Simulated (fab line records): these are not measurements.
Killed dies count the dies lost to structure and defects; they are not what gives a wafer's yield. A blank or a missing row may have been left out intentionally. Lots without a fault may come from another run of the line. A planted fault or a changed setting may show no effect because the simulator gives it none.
2 desks looking at one fault -- flow sky130 -- what lay behind the numbers comes last; until then each desk has only its own

## AT THE TOOL OWNER'S DESK: pvdSputter-03
The tool's own readings at SKY_CAP2M_SPUTTER_02 (material TiN, target thk 200 nm, time 166.7 s): means of the sampled wafers that have a number, for each lot that ran on this tool. If a lot's mean is further than 4 standard deviations from the usual mean, the lot is out of limits and carries the mark OUT (the distance appears in the brackets).
Columns: A = susceptorTempC at SKY_CAP2M_SPUTTER_02, usual 299.97 C; B = throttleValvePct at SKY_CAP2M_SPUTTER_02, usual 30.3 %
lot,first seen here,A,B
L965,day 39 15:56,299.91,30.4
L967,day 40 05:07,299.88,30.7
L970,day 42 09:50,299.66,30.4
L974,day 42 14:58,-,30.5
L975,day 42 17:28,-,30.2
Result from this desk: across the 5 lots, nothing is out of limits.

## AT THE METROLOGY DESK
Lot by lot, what the gauges showed, no matter which tool ran the lot: averages of those sampled wafers that carry a number. If a lot's mean is further than 4 standard deviations from the usual mean, the lot is out of limits and carries the mark OUT (the distance appears in the brackets).
Columns: A = cdNm at SKY_VIA3_CD_MEAS_12, usual 199.7 nm; B = VIA3_OVL at SKY_VIA3_OVL_MEAS_13, usual -1 nm; C = CAP2M_CVD_00_THK at SKY_CAP2M_THK_MEAS_01, usual 15.52 nm; D = CAP2M_TIN_RS at SKY_CAP2M_RS_MEAS_03, usual 6.93 ohm/sq; E = CAP2M_TIN_THK at SKY_CAP2M_THK_MEAS_04, usual 201.3 nm
lot,first seen here,A,B,C,D,E
L965,day 39 14:11,202.1,-1,15.42,6.82,203.9
L966,day 39 22:00,199.6,-3,15.23,6.83,204.2
L967,day 40 03:20,199.7,2,15.54,6.85,201.9
L969,day 41 07:45,199.9,1,15.82,6.85,204.1
L970,day 42 08:05,202.7,-4,15.62,6.98,199.2
L974,day 42 13:11,200.4,3,15.49,7.26 (+4.7) OUT,192.4 (-4.5) OUT
L975,day 42 15:28,200.3,-10,15.29,7.25 (+4.6) OUT,192.9 (-4.2) OUT
L980,day 44 01:41,201.8,0,15.55,6.97,199.6
L985,day 45 09:11,198.2,10,15.21,6.90,202.4
L987,day 45 17:13,199.0,5,15.38,6.91,202.1
Finding of this desk: L974, L975 out of limits, first seen on L974 at day 42 15:05 (CAP2M_TIN_RS at SKY_CAP2M_RS_MEAS_03). Within limits: L965, L966, L967, L969, L970, L980, L985, L987.

## BROUGHT TOGETHER
Metrology desk: alarm possible at day 42 15:05 on L974, L975.
Nothing out of limits was seen by the tool owner's desk.
The tool owner's desk has L974, L975 on record, within its limits.
The lots listed all ran SKY_CAP2M_SPUTTER_02 on pvdSputter-03.

## WHAT THE SIMULATOR HAD PUT IN
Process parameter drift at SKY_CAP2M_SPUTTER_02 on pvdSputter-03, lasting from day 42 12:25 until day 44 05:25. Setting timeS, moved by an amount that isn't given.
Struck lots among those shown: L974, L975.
Hours from the fault's start to each desk's first reading out of limits: the metrology desk, 3.
